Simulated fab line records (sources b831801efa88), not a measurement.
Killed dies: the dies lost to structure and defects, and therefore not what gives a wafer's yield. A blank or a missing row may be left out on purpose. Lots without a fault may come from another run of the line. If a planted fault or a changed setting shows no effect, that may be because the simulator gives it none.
fab line records	flow sky130
[record] lots = 6	wafers = 18	last-day = 50
route steps=708 shown SONOS_ONO@176 GATE_OXIDE@187 POLY_GATE@204 PAD_OPEN@708
lots untouched by any fault: they come from a run of this same line in which no faults occurred
start-h: hours from the record's first day to the start of the lot's first wafer shown	wait-h: hours since the lot's step before	" as in the row above	L1.1+2: several wafers, shown together as one row	- no value, or no start given	* or withheld: withheld	< > ~ a bound
route shown NAME@n: NAME is a module with steps in the file, n the number in the route of the first one	usual: the fault-free wafers' mean and standard deviation	same: alike in all rows	chamber/n: place in a boat	sites: the reading at each site	_std_site: the standard deviation of these	_edge_site: outer sites' mean less inner sites'	radius-mm: how far each site lies from the wafer's centre	mask NAME#n: copy n	behind: the tool/chamber that last shaped the wafer	hold: what put the lot on hold/how long, in hours/how the hold closed	device: the transistor (n, p or np) that didn't switch	end of line: tests of these same wafers at the route's end	where a step has no rows: the recipe by itself	killed: not the wafer's yield, but the dies lost to structure and defects at the first sort	map: shows each die of a wafer: x if killed, . if not, _ if none is there
set.NAME: the setting as run; set.NAME@STEP: as run at that earlier step	model.NAME: the simulator's own value behind a step, which no gauge read
a table for each step, a row for each wafer; lots at some steps of the route
services: the hour from which a tool's chamber was out of use, counted from the record's first day as start-h (under 0 if before that day), plus the number of hours and why
[[steps]]
[step SKY_SONOS_ONO_COAT_08]
[recipe] resist = NOVOLAK	spin-rpm = 3000	resist-thk-nm = 1140
[step SKY_SONOS_ONO_SOFTBAKE_09]
[recipe] temp-c = 90	time-s = 60	resist = NOVOLAK
[step SKY_SONOS_ONO_EXPOSE_10]
[recipe] mask-id = ONOM	target-cd-nm = 410	na = 0.6	source-shape = conventional	sigma-outer = 0.6	dose-mj = 150
[step SKY_SONOS_ONO_PEB_11]
[recipe] temp-c = withheld	time-s = *	resist = NOVOLAK
[step SKY_SONOS_ONO_DEVELOP_12]
[recipe] develop-time-s = 60	dev-temp-c = 23
[step SKY_SONOS_ONO_CD_MEAS_13]
[recipe] target-cd-nm = 410
[usual] cd-nm = 409.9/2.7
lot.wafer	tool	chamber	start-h	wait-h	cd-nm
L957.1	cd-sem-01	-	321.61	0.1	409.4
L957.3	"	-	"	"	414.8
L957.4	"	-	"	"	411.6
L958.1	cd-sem-02	-	323.61	0.1	410.2
L958.3	"	-	"	"	413.2
L958.5	"	-	"	"	411.5
L968.1	cd-sem-01	-	403.76	0.1	410.1
L968.4	"	-	"	"	408.8
L968.5	"	-	"	"	410.0
L970.3	cd-sem-01	-	418.60	0.1	412.6
L970.5	"	-	"	"	413.1
L970.6	"	-	"	"	411.6
L971.1	cd-sem-01	-	427.96	0.1	405.0
L971.2	"	-	"	"	406.3
L971.6	"	-	"	"	404.1
L976.2	cd-sem-01	-	475.43	0.1	409.9
L976.3	"	-	"	"	410.4
L976.4	"	-	"	"	409.6
[step SKY_SONOS_ONO_OVL_MEAS_14]
[usual] SONOS_ONO_OVL = 0.7/1.3
lot.wafer	tool	chamber	start-h	wait-h	SONOS_ONO_OVL[nm]
L957.1	overlay-02	-	321.73	0.1	3.8
L957.3	"	-	"	"	1.6
L957.4	"	-	"	"	3.5
L958.1	overlay-02	-	323.73	0.1	0.3
L958.3	"	-	"	"	1.5
L958.5	"	-	"	"	1.4
L968.1	overlay-02	-	403.88	0.1	1.1
L968.4	"	-	"	"	0.1
L968.5	"	-	"	"	0.6
L970.3	overlay-02	-	418.69	0.1	-0.5
L970.5	"	-	"	"	1.2
L970.6	"	-	"	"	-0.8
L971.1	overlay-01	-	428.08	0.1	0.2
L971.2	"	-	"	"	0.3
L971.6	"	-	"	"	1.5
L976.2	overlay-02	-	475.53	0.1	0.6
L976.3	"	-	"	"	0.9
L976.4	"	-	"	"	1.3
[step SKY_SONOS_ONO_ETCH_15]
[recipe] target-depth-nm = 19.52	chemistry = CHF3/O2	source-w = 600	bias-w = 200	pressure-mtorr = 40	chf3-flow-sccm = 50	O2_flow_sccm = 5	time-s = 7.8
[usual] bias-w = 199.9/0.58	drypump-motor-current-A = 5.6/0.45	oes-product-au = 1.000/0.015	throttle-valve-pct = 8.825/0.0097
lot.wafer	tool	chamber	start-h	wait-h	bias-w	drypump-motor-current-A	oes-product-au	rf-hours-counter-h	throttle-valve-pct
L957.1	rie-diel-02	3	321.77	0.0	199.3	6.2	0.984	85	8.814
L957.3	"	1	"	"	199.9	5.7	1.027	5	8.828
L957.4	"	2	"	"	198.6	5.2	0.997	75	8.827
L958.1	rie-diel-01	3	323.77	0.0	200.3	4.9	1.022	1	8.822
L958.3	"	0	"	"	199.3	5.5	0.977	0	8.812
L958.5	"	0	"	"	198.9	5.5	0.980	-	8.808
L968.1	rie-diel-04	0	403.91	0.0	198.9	6.0	0.994	86	8.825
L968.4	"	1	"	"	199.3	5.7	1.018	-	8.825
L968.5	"	3	"	"	200.2	6.1	0.982	-	8.822
L970.3	rie-diel-01	3	418.72	0.0	199.2	4.9	1.030	2	8.824
L970.5	"	3	"	"	199.1	5.0	1.032	-	8.814
L970.6	"	2	"	"	199.0	6.2	1.002	-	8.814
L971.1	rie-diel-02	3	428.12	0.0	199.2	6.2	1.004	87	8.836
L971.2	"	2	"	"	200.4	5.1	0.985	78	8.830
L971.6	"	3	"	"	199.9	6.2	0.996	-	8.822
L976.2	rie-diel-01	1	475.56	0.0	200.4	5.3	0.997	5	8.822
L976.3	"	3	"	"	199.4	4.9	1.022	3	8.836
L976.4	"	2	"	"	200.1	6.2	1.012	10	8.819
[step SKY_SONOS_ONO_WET_ETCH_16]
[recipe] chemistry = dHF	target-depth-nm = 14	dry = n2-spin	target = SiO2	dilution = 100:1	temp-c = 25	time-s = 280
[step SKY_SONOS_ONO_STRIP_17]
[recipe] chemistry = O2/N2	power-w = 1400	pressure-mtorr = 1500	platen-temp-c = withheld	o2-flow-sccm = 3000	n2-flow-sccm = 300	overash-fraction = 0.5
[usual] drypump-motor-current-A = 5.7/0.4	oes-product-au = 0.710/0.0047	strip-time-to-endpoint-s = 14.12/0.045
lot.wafer	tool	chamber	start-h	wait-h	drypump-motor-current-A	oes-product-au	rf-hours-counter-h	strip-time-to-endpoint-s
L957.1	plasma-asher-04	0	321.88	0.0	6.1	0.708	57	14.10
L957.3	"	1	"	"	5.4	0.706	-	14.10
L957.4	"	0	"	"	6.0	0.712	-	14.08
L958.1	plasma-asher-04	1	323.87	0.0	5.4	0.705	57	14.06
L958.3	"	1	"	"	5.4	0.717	-	14.11
L958.5	"	0	"	"	6.1	0.711	-	14.12
L968.1	plasma-asher-04	0	404.02	0.0	6.0	0.710	64	14.08
L968.4	"	0	"	"	6.0	0.715	-	14.08
L968.5	"	0	"	"	6.1	0.719	-	14.07
L970.3	plasma-asher-01	1	418.96	0.0	5.2	0.705	-	14.13
L970.5	"	0	"	"	5.9	0.711	-	14.08
L970.6	"	1	"	"	5.2	0.706	-	14.09
L971.1	plasma-asher-01	1	428.24	0.0	5.2	0.709	29	14.10
L971.2	"	0	"	"	5.9	0.712	29	14.06
L971.6	"	0	"	"	5.9	0.716	-	14.06
L976.2	plasma-asher-01	0	475.67	0.0	5.9	0.716	35	14.15
L976.3	"	0	"	"	5.9	0.716	-	14.17
L976.4	"	1	"	"	5.2	0.706	-	14.16
[step SKY_SONOS_ONO_WET_ETCH_18]
[recipe] chemistry = H3PO4	target-depth-nm = 15	target = Si3N4	temp-c = 160	time-s = 172
[step SKY_GATE_OXIDE_CLEAN_00]
[recipe] chemistry = SC1/SC2	mix = 1:4:20	temp-c = 70	time-s = 150	dry = n2-spin
[step SKY_GATE_OXIDE_OXIDATION_01]
[recipe] temp-c = 900	ambient = O2	stabilise-s = 600	purge-s = 300	target-thk-a = 102.68	ox-time-s = 1473
[usual] zone-power-bottom-pct = 30/3	zone-power-top-pct = 36/5.5
lot.wafer	tool	chamber	start-h	wait-h	zone-power-bottom-pct	zone-power-top-pct	model.SiO2_of_GATE_OXIDE_OXIDATION_01.thk-nm
L957.1	furnace-01	0	323.74	1.6	33	31	11.62
L957.3	"	0	"	"	32	31	11.79
L957.4	"	0	"	"	32	31	11.66
L958.1	furnace-01	0	325.15	1.1	32	31	11.88
L958.3	"	0	"	"	32	31	11.85
L958.5	"	0	"	"	32	31	11.96
L968.1	furnace-01	0	404.89	0.7	32	31	10.81
L968.4	"	0	"	"	32	31	10.63
L968.5	"	0	"	"	32	31	10.87
L970.3	furnace-02	0	419.13	0.0	26	41	10.47
L970.5	"	0	"	"	26	42	10.22
L970.6	"	0	"	"	26	42	10.31
L971.1	furnace-02	0	428.45	0.0	26	42	10.32
L971.2	"	0	"	"	26	42	10.15
L971.6	"	0	"	"	26	42	10.27
L976.2	furnace-02	0	475.88	0.0	26	42	10.14
L976.3	"	0	"	"	26	41	10.16
L976.4	"	0	"	"	27	42	10.12
[step SKY_GATE_OXIDE_THK_MEAS_02]
[recipe] reads = SiO2_of_GATE_OXIDE_OXIDATION_01
[usual] GATE_OXIDE_OXIDATION_00_THK = 10.38/0.2
lot.wafer	tool	chamber	start-h	wait-h	GATE_OXIDE_OXIDATION_00_THK[nm]
L957.1	film-metro-01	-	325.15	0.0	11.57
L957.3	"	-	"	"	11.83
L957.4	"	-	"	"	11.68
L958.1	film-metro-03	-	326.56	0.0	11.90
L958.3	"	-	"	"	11.85
L958.5	"	-	"	"	12.01
L968.1	film-metro-04	-	406.30	0.0	10.80
L968.4	"	-	"	"	10.68
L968.5	"	-	"	"	10.85
L970.3	film-metro-03	-	420.56	0.0	10.44
L970.5	"	-	"	"	10.17
L970.6	"	-	"	"	10.30
L971.1	film-metro-04	-	429.86	0.0	10.33
L971.2	"	-	"	"	10.17
L971.6	"	-	"	"	10.24
L976.2	film-metro-04	-	477.30	0.0	10.19
L976.3	"	-	"	"	10.12
L976.4	"	-	"	"	10.13
[step SKY_GATE_OXIDE_DEHYDRATE_03]
[recipe] temp-c = 200	time-s = 60
[step SKY_GATE_OXIDE_HMDS_04]
[recipe] prime-time-s = 60	prime-temp-c = 120
[step SKY_GATE_OXIDE_COAT_05]
[recipe] resist = NOVOLAK	spin-rpm = 3000	resist-thk-nm = 1140
[step SKY_GATE_OXIDE_SOFTBAKE_06]
[recipe] temp-c = 90	time-s = 60	resist = NOVOLAK
[step SKY_GATE_OXIDE_EXPOSE_07]
[recipe] mask-id = LVOM	na = 0.6	source-shape = conventional	sigma-outer = 0.6	polarization = unpolarized	target-cd-nm = 600	dose-mj = 170
[step SKY_GATE_OXIDE_PEB_08]
[recipe] temp-c = withheld	time-s = *	resist = NOVOLAK
[step SKY_GATE_OXIDE_DEVELOP_09]
[recipe] resist = NOVOLAK	developer = TMAH	develop-time-s = 60	dev-temp-c = 23
[step SKY_GATE_OXIDE_OVL_MEAS_10]
[usual] GATE_OXIDE_OVL = -0.3/1.6
lot.wafer	tool	chamber	start-h	wait-h	GATE_OXIDE_OVL[nm]
L957.1	overlay-01	-	351.76	0.1	-0.6
L957.3	"	-	"	"	2.4
L957.4	"	-	"	"	3.5
L958.1	overlay-01	-	353.36	0.1	1.1
L958.3	"	-	"	"	0.3
L958.5	"	-	"	"	-1.0
L968.1	overlay-02	-	437.17	0.1	-0.5
L968.4	"	-	"	"	0.1
L968.5	"	-	"	"	0.2
L970.3	overlay-02	-	451.58	0.1	2.0
L970.5	"	-	"	"	0.4
L970.6	"	-	"	"	1.0
L971.1	overlay-01	-	460.62	0.1	-0.7
L971.2	"	-	"	"	-0.8
L971.6	"	-	"	"	-0.4
L976.2	overlay-01	-	508.35	0.1	-2.2
L976.3	"	-	"	"	-1.0
L976.4	"	-	"	"	-1.2
[step SKY_GATE_OXIDE_IMPLANT_11]
[recipe] species = B	energy-kev = 10	dose-cm2 = 2.6e+12	tilt-deg = withheld
[step SKY_GATE_OXIDE_WET_ETCH_12]
[recipe] chemistry = dHF	target-depth-nm = 16.8	dry = n2-spin	target = SiO2	dilution = 100:1	temp-c = 25	time-s = 336
[step SKY_GATE_OXIDE_STRIP_13]
[recipe] chemistry = O2/N2	power-w = 1400	pressure-mtorr = 1500	platen-temp-c = withheld	o2-flow-sccm = 3000	n2-flow-sccm = 300	overash-fraction = 0.5
[usual] drypump-motor-current-A = 5.68/0.26	oes-product-au = 0.716/0.0044	strip-time-to-endpoint-s = 14.19/0.038
lot.wafer	tool	chamber	start-h	wait-h	drypump-motor-current-A	oes-product-au	rf-hours-counter-h	strip-time-to-endpoint-s
L957.1	plasma-asher-01	1	352.06	0.0	5.19	0.717	21	14.21
L957.3	"	0	"	"	5.89	0.712	-	14.17
L957.4	"	1	"	"	5.19	0.718	-	14.19
L958.1	plasma-asher-03	0	353.77	0.0	5.71	0.714	55	14.13
L958.3	"	0	"	"	5.70	0.716	-	14.09
L958.5	"	1	"	"	5.71	0.718	-	14.14
L968.1	plasma-asher-03	1	437.45	0.0	5.71	0.712	64	14.26
L968.4	"	1	"	"	5.69	0.712	-	14.18
L968.5	"	1	"	"	5.70	0.708	-	14.24
L970.3	plasma-asher-03	1	451.89	0.0	5.70	0.714	-	14.23
L970.5	"	0	"	"	5.71	0.720	-	14.20
L970.6	"	1	"	"	5.70	0.720	-	14.25
L971.1	plasma-asher-01	0	460.90	0.0	5.87	0.717	33	14.19
L971.2	"	1	"	"	5.20	0.711	33	14.16
L971.6	"	1	"	"	5.18	0.713	-	14.21
L976.2	plasma-asher-03	0	508.78	0.0	5.72	0.710	71	14.16
L976.3	"	1	"	"	5.68	0.711	-	14.12
L976.4	"	0	"	"	5.71	0.709	-	14.15
[step SKY_GATE_OXIDE_TW_MEAS_14]
[usual] GATE_OXIDE_TW = 223.5/2.7
lot.wafer	tool	chamber	start-h	wait-h	GATE_OXIDE_TW
L957.1	film-metro-01	-	352.16	0.1	226.8
L957.3	"	-	"	"	225.9
L957.4	"	-	"	"	226.7
L958.1	film-metro-03	-	353.87	0.1	226.1
L958.3	"	-	"	"	225.6
L958.5	"	-	"	"	225.1
L968.1	film-metro-03	-	437.55	0.1	224.2
L968.4	"	-	"	"	224.1
L968.5	"	-	"	"	223.5
L970.3	film-metro-01	-	451.97	0.1	227.0
L970.5	"	-	"	"	227.5
L970.6	"	-	"	"	227.1
L971.1	film-metro-04	-	461.00	0.1	220.1
L971.2	"	-	"	"	221.5
L971.6	"	-	"	"	221.0
L976.2	film-metro-01	-	508.89	0.1	226.8
L976.3	"	-	"	"	225.6
L976.4	"	-	"	"	226.1
[step SKY_GATE_OXIDE_CLEAN_15]
[recipe] chemistry = SC1/SC2	mix = 1:4:20	temp-c = 70	time-s = 150	dry = n2-spin
[step SKY_GATE_OXIDE_OXIDATION_16]
[recipe] temp-c = 800	ambient = O2	idle-temp-c = 700	ramp-up-c-per-min = 10	ramp-down-c-per-min = 3	stabilise-s = 600	purge-s = 300	target-thk-a = 35.7	ox-time-s = 1915
[usual] ramp-down-c-per-min = 2.9999/0.00052	ramp-up-c-per-min = 10.000/0.002	zone-power-bottom-pct = 22.7/2.4	zone-power-top-pct = 31/4.6
lot.wafer	tool	chamber	start-h	wait-h	ramp-down-c-per-min	ramp-up-c-per-min	zone-power-bottom-pct	zone-power-top-pct	model.SiO2_of_GATE_OXIDE_OXIDATION_01.thk-nm
L957.1	furnace-01	0	352.27	0.0	3.0003	10.001	24.9	26	12.97
L957.3	"	0	"	"	3.0003	10.000	25.4	26	13.11
L957.4	"	0	"	"	2.9995	9.9986	25.3	26	13.04
L958.1	furnace-02	0	353.98	0.0	3.0002	9.9993	20.4	34	13.19
L958.3	"	0	"	"	2.9993	9.9990	20.3	35	13.16
L958.5	"	0	"	"	2.9996	10.001	20.6	35	13.27
L968.1	furnace-01	0	438.49	0.8	3.0005	10.000	25.3	25	12.17
L968.4	"	0	"	"	3.0001	9.9955	25.2	26	11.99
L968.5	"	0	"	"	2.9995	10.000	25.4	25	12.24
L970.3	furnace-02	0	452.21	0.1	3.0005	10.001	20.6	35	11.82
L970.5	"	0	"	"	2.9997	9.9997	20.3	34	11.58
L970.6	"	0	"	"	2.9995	9.9971	20.6	34	11.66
L971.1	furnace-01	0	461.21	0.1	3.0004	9.9988	25.4	25	11.71
L971.2	"	0	"	"	3.0002	10.000	25.9	26	11.54
L971.6	"	0	"	"	3.0007	10.002	24.8	25	11.68
L976.2	furnace-01	0	508.99	0.0	2.9996	10.003	25.2	25	11.54
L976.3	"	0	"	"	3.0002	10.004	25.3	25	11.58
L976.4	"	0	"	"	3.0000	9.9996	25.1	26	11.52
[step SKY_POLY_GATE_CVD_00]
[recipe] material = poly-Si	target-thk-nm = 180	temp-c = 620	time-s = 720	pressure-mtorr = 200
[step SKY_PAD_OPEN_PROBE_99]
[usual] killed_at_M0_to_M3 = 44/6.5	killed_at_M4_up = 2.9/1.7	killed-at-contacts = 24/5.7	killed-at-front-end = 16/4.4	killed-at-other = 0.2/0.48	killed-dies = 87/9.6	killed-open = 48/6.7	killed-short = 38/6.2
[same] gross-dies = 492	killed-at-back-side = 0
lot.wafer	tool	chamber	start-h	wait-h	killed_at_M0_to_M3	killed_at_M4_up	killed-at-contacts	killed-at-front-end	killed-at-other	killed-dies	killed-open	killed-short	model.etest.nfet_16v.r-on-ohm-um	model.etest.tip-sonos.rs-ohm-sq	model.etest.pfet-g5v0d10v5.r-on-ohm-um	model.etest.nfet-g5v0d10v5.r-on-ohm-um	model.etest.nfet-g5v0d10v5.drive-ua-um	model.etest.nfet_05v0_nvt.drive-ua-um	model.etest.pfet-g5v0d10v5.drive-ua-um	model.etest.nfet_16v.drive-ua-um
L957.1	prober-01	-	1107.98	0.1	50	5	29	15	0	99	60	38	1.498e+04	3022	5011	2013	542.3	522.2	315.2	197.1
L957.3	prober-01	-	1108.08	0.2	36	4	25	16	1	82	39	42	1.5e+04	3023	4936	1986	544.2	517.9	316	195.8
L957.4	prober-01	-	1108.13	0.2	45	1	23	13	1	83	45	36	1.476e+04	3080	4953	1988	542.3	519.4	321.4	196.7
L958.1	prober-02	-	1111.38	0.1	46	1	18	22	0	87	46	40	1.482e+04	3027	5001	2007	537.9	523.4	317.4	194.3
L958.3	prober-02	-	1111.48	0.2	48	3	28	18	0	97	52	44	1.481e+04	3016	5023	1995	539.9	520.9	315.8	196
L958.5	prober-02	-	1111.58	0.2	37	2	19	25	0	83	44	39	1.486e+04	3034	4944	1997	540	518.8	317	194.8
L968.1	prober-01	-	1176.17	0.1	43	2	21	20	0	86	44	42	1.458e+04	2734	4766	1925	584.8	557.5	338	211.8
L968.4	prober-01	-	1176.32	0.2	47	2	15	16	0	80	43	37	1.443e+04	2680	4695	1919	591.9	561.4	343.2	213.5
L968.5	prober-01	-	1176.37	0.2	48	0	19	18	0	85	46	39	1.475e+04	2763	4763	1933	581.2	557.1	340	210.5
L970.3	prober-01	-	1180.46	0.2	44	4	22	15	0	85	49	36	1.392e+04	2695	4782	1875	604.8	574.6	335.7	222.3
L970.5	prober-01	-	1180.56	0.2	41	2	30	11	0	84	47	37	1.381e+04	2640	4769	1881	613.6	587	340.3	228.5
L971.1	prober-02	-	1182.09	0.1	37	7	17	14	1	76	40	36	1.395e+04	2717	4658	1860	608	579.2	348.6	224.2
L971.2	prober-02	-	1182.14	0.1	30	2	20	16	0	68	39	29	1.398e+04	2646	4668	1867	617.8	585.8	348.6	226.9
L971.6	prober-02	-	1182.34	0.2	34	3	20	9	0	66	33	33	1.401e+04	2678	4625	1855	611.2	581	348.5	224.5
L976.2	prober-02	-	1203.78	0.1	46	1	23	11	0	81	46	35	1.42e+04	2580	4618	1849	611.1	581.8	353.2	223.2
L976.3	prober-02	-	1203.83	0.2	49	4	21	18	1	93	49	43	1.423e+04	2547	4606	1843	610.8	582.3	354.5	222.9
L976.4	prober-02	-	1203.88	0.2	45	2	24	14	0	85	51	34	1.422e+04	2593	4673	1855	618.8	584.6	349.1	222.7
// killed by level:class
L957.1 VIA1:geometric-particle:open=14 CONTACT:geometric-particle:open=13 LI_CONTACT:geometric-particle:open=8 VIA2:geometric-particle:open=8 METAL1:geometric-particle:short=7 VIA1:geometric-particle:short=5 METAL1:geometric-particle:open=5 POLY_GATE:geometric-particle:open=4
L957.3 CONTACT:geometric-particle:open=9 VIA1:geometric-particle:open=8 CONTACT:geometric-particle:short=7 VIA1:geometric-particle:short=7 LOCAL_INTERCONNECT:geometric-particle:short=6 FIELD_ISO:geometric-particle:short=4 VIA3:geometric-particle:short=4 VIA3:geometric-particle:open=4
L957.4 METAL1:geometric-particle:short=9 VIA1:geometric-particle:open=9 CONTACT:geometric-particle:open=7 VIA2:geometric-particle:open=6 LI_CONTACT:geometric-particle:open=5 VIA3:geometric-particle:open=5 LOCAL_INTERCONNECT:geometric-particle:short=4 CONTACT:geometric-particle:short=4
L958.1 VIA1:geometric-particle:open=12 LI_CONTACT:geometric-particle:open=7 METAL2:geometric-particle:short=7 VIA2:geometric-particle:open=7 CONTACT:geometric-particle:open=6 FIELD_ISO:geometric-particle:short=5 FIELD_ISO:geometric-particle:open=5 METAL1:geometric-particle:short=5
L958.3 VIA1:geometric-particle:open=10 LI_CONTACT:geometric-particle:open=9 VIA2:geometric-particle:open=8 METAL2:geometric-particle:short=8 VIA1:geometric-particle:short=8 CONTACT:geometric-particle:open=7 POLY_GATE:geometric-particle:open=5 FIELD_ISO:geometric-particle:open=4
L958.5 VIA1:geometric-particle:open=11 FIELD_ISO:geometric-particle:open=6 POLY_GATE:geometric-particle:open=6 CONTACT:geometric-particle:short=5 FIELD_ISO:geometric-particle:short=4 POLY_GATE:geometric-particle:short=4 LI_CONTACT:geometric-particle:short=4 LI_CONTACT:geometric-particle:open=4
L968.1 CONTACT:geometric-particle:open=10 FIELD_ISO:geometric-particle:open=8 METAL1:geometric-particle:short=8 VIA1:geometric-particle:open=8 CONTACT:geometric-particle:short=5 LI_CONTACT:geometric-particle:open=5 METAL2:geometric-particle:short=5 METAL3:geometric-particle:short=5
L968.4 VIA2:geometric-particle:open=9 VIA1:geometric-particle:open=7 CONTACT:geometric-particle:open=6 VIA3:geometric-particle:open=6 POLY_GATE:geometric-particle:short=5 METAL2:geometric-particle:short=5 METAL1:geometric-particle:short=5 VIA1:geometric-particle:short=5
L968.5 VIA1:geometric-particle:open=14 VIA3:geometric-particle:open=8 CONTACT:geometric-particle:open=6 VIA2:geometric-particle:short=6 POLY_GATE:geometric-particle:short=5 LI_CONTACT:geometric-particle:open=5 CONTACT:geometric-particle:short=5 VIA1:geometric-particle:short=5
L970.3 VIA1:geometric-particle:open=15 CONTACT:geometric-particle:open=8 VIA2:geometric-particle:open=6 VIA1:geometric-particle:short=5 CONTACT:geometric-particle:short=5 METAL2:geometric-particle:short=5 FIELD_ISO:geometric-particle:open=4 LI_CONTACT:geometric-particle:open=4
L970.5 LI_CONTACT:geometric-particle:open=9 CONTACT:geometric-particle:open=9 VIA3:geometric-particle:open=9 VIA1:geometric-particle:open=7 VIA2:geometric-particle:open=7 LOCAL_INTERCONNECT:geometric-particle:short=6 METAL1:geometric-particle:short=6 CONTACT:geometric-particle:short=5
L971.1 VIA1:geometric-particle:open=10 CONTACT:geometric-particle:open=8 POLY_GATE:geometric-particle:short=6 LI_CONTACT:geometric-particle:open=6 METAL4:geometric-particle:short=6 METAL1:geometric-particle:short=6 VIA2:geometric-particle:open=5 VIA3:geometric-particle:open=4
L971.2 LI_CONTACT:geometric-particle:open=11 CONTACT:geometric-particle:open=7 POLY_GATE:geometric-particle:open=5 VIA1:geometric-particle:short=5 VIA3:geometric-particle:open=4 METAL3:geometric-particle:short=4 FIELD_ISO:geometric-particle:open=3 METAL1:geometric-particle:short=3
L971.6 VIA1:geometric-particle:open=10 LI_CONTACT:geometric-particle:open=8 METAL1:geometric-particle:short=7 POLY_GATE:geometric-particle:short=5 CONTACT:geometric-particle:open=5 CONTACT:geometric-particle:short=4 METAL2:geometric-particle:short=4 VIA1:geometric-particle:short=3
L976.2 VIA1:geometric-particle:open=12 CONTACT:geometric-particle:open=8 VIA2:geometric-particle:short=6 VIA3:geometric-particle:open=5 LI_CONTACT:geometric-particle:open=5 CONTACT:geometric-particle:short=5 VIA1:geometric-particle:short=5 VIA2:geometric-particle:open=5
L976.3 LI_CONTACT:geometric-particle:open=11 METAL1:geometric-particle:short=10 POLY_GATE:geometric-particle:short=8 VIA2:geometric-particle:open=8 VIA1:geometric-particle:open=7 CONTACT:geometric-particle:open=6 METAL2:geometric-particle:short=5 VIA2:geometric-particle:short=4
L976.4 METAL1:geometric-particle:short=10 VIA1:geometric-particle:open=10 LI_CONTACT:geometric-particle:open=9 CONTACT:geometric-particle:open=8 FIELD_ISO:geometric-particle:open=5 METAL3:geometric-particle:short=5 POLY_GATE:geometric-particle:open=5 CONTACT:geometric-particle:short=4
[[services]]
tool	chamber	start-h	hours	kind
furnace-01	-	312.81	2.8	pm
rie-diel-01	-	339.86	2.5	repair
rie-diel-01	0	354.23	13.8	repair
plasma-asher-04	-	357.79	2.8	pm
plasma-asher-03	-	360.61	0.7	repair
rie-diel-02	0	365.53	4.5	repair
rie-diel-04	2	403.14	5.7	repair
furnace-02	-	434.05	3.5	pm
rie-diel-01	3	443.56	5.4	repair
rie-diel-01	2	444.97	6.0	repair
rie-diel-02	-	449.51	1.1	repair
rie-diel-04	2	457.73	14.1	repair
rie-diel-04	0	468.29	5.0	repair
rie-diel-04	0	477.08	2.4	repair
furnace-01	-	480.56	3.5	pm
rie-diel-02	3	483.96	4.6	repair
furnace-01	-	484.05	13.1	pm
rie-diel-04	-	486.76	0.9	repair
rie-diel-01	3	492.91	6.6	repair
[[key]]
[first-sign] step = SKY_GATE_OXIDE_THK_MEAS_02	reading = GATE_OXIDE_OXIDATION_00_THK	direction = up	sigmas = 7	usual = 10.38	struck = 11.81
effect none on later readings
[model-effect] step = SKY_GATE_OXIDE_OXIDATION_01	value = SiO2_of_GATE_OXIDE_OXIDATION_01.thk-nm	without = 10.41	struck = 11.79
[model-effect] step = SKY_GATE_OXIDE_OXIDATION_16	value = SiO2_of_GATE_OXIDE_OXIDATION_01.thk-nm	without = 11.84	struck = 13.12
[model-effect] step = SKY_PAD_OPEN_PROBE_99	value = etest.nfet_16v.r-on-ohm-um	without = 1.418e+04	struck = 1.487e+04
met-at SKY_GATE_OXIDE_OXIDATION_01
struck-wafers L957.1,L957.3,L957.4,L958.1,L958.3,L958.5
tester-left-out L957,L958
[fault] kind = process-parameter-drift	tool = furnace-01	chamber = -	onset-h = 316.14	steps = SKY_GATE_OXIDE_OXIDATION_01	channel = ox-time-s	offset = *	shape = step	end-h = 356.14	acts-in = *	stated = *
// tester-left-out: of these lots the tester's yield and bins aren't shown, on N5 and GAA mostly nor the transistor test; their killed dies are dies lost to structure and defects alone, not to doping, threshold or leakage, so they don't give the yield
